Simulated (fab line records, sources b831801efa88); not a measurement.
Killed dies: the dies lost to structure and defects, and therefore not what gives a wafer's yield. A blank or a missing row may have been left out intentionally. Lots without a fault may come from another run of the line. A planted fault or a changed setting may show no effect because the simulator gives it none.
8D (eight disciplines) problem report, filled in by code -- flow sky130 -- the parts of the form that need people (team, actions taken, sign-off) are left out

== 1. WHAT WENT WRONG ==
NWELL_RS at SKY_NWELL_RS_MEAS_29 reads a mean of 642.7 ohm/sq on 9 wafers of 3 lots; wafers without a fault read 624.6 ohm/sq with a standard deviation of 1.4. That puts it +13 standard deviations away from the usual mean.
The step: measures by four-point-probe.
First observed at day 6 16:24: wafer L634.1, on film_metro-04. Wafers with a number at this step in the record: 36, from 12 lots. By rule, "out" or "out of limits" means more than 4 standard deviations away from the usual mean. The rest of the wafers with a number are treated as sound.

== 2. WHAT IT IS, WHAT IT ISN'T ==
question,is,is not
which readings at this step,NWELL_RS,-
which lots,"L634, L636, L638","L629, L630, L631, L632, L633, L637, L644, L651, L652"
which wafers of those lots,all that have a number,-
read on which gauges,"film_metro-03, film_metro-04",film_metro-01
when,from day 6 16:24,"up to then (15 sound wafers); but 12 sound wafers of L637, L644, L651, L652 came after"

== 3. WHAT RULES OUT EACH SUSPECT ==
Counting: a tool stays on the suspect list if, at a process step up to the reading, it processed all lots that are out and no sound lot following the first of them.
- the gauge at SKY_NWELL_RS_MEAS_29 has been ruled out. Those wafers that are out were read across 2 gauges (film_metro-03, film_metro-04).
- implanter-01 at SKY_NWELL_IMPLANT_11: kept. It processed each lot that is out, first L634 at day 5 20:52, and no sound lot thereafter; up to then, the last sound lot it processed was L633 at day 5 11:08.
After counting, what remains is implanter-01 at SKY_NWELL_IMPLANT_11.

== 4. THE CAUSE (what the simulator had put in) ==
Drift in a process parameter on implanter-01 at SKY_NWELL_IMPLANT_11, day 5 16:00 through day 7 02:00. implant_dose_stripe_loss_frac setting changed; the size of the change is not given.
This tool alone remained once counting was done.

== 5. SEQUENCE OF EFFECTS, ordered by route ==
Each row: a reading whose mean over the struck wafers that have a number lies more than 3 standard deviations from the usual. Only readings whose record carries a usual standard deviation are examined. hours: median over the lots of the time between each lot's start at the first step of this table that gives one and its start at this step. sigmas: the change, counted in usual standard deviations.
hours,step,reading,usual,on struck wafers,change,sigmas
0,SKY_NWELL_RS_MEAS_29,NWELL_RS,624.6 ohm/sq,642.7,+18.1,+13
Later measuring or inspecting steps at which every struck wafer that the step has a row for has a number for every such reading, and none has moved that far: SKY_SONOS_ONO_THK_MEAS_03.

== 6. HOW IT WOULD HAVE BEEN CAUGHT EARLIER ==
24 hours passed between the start of the fault at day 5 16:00 and the first reading out of limits at a measuring or inspecting step in this record, taken at day 6 16:24.
L638, from the lots that are out (3), started SKY_NWELL_IMPLANT_11 on implanter-01 later than day 6 16:24. A hold on the tool at that time would have spared it.
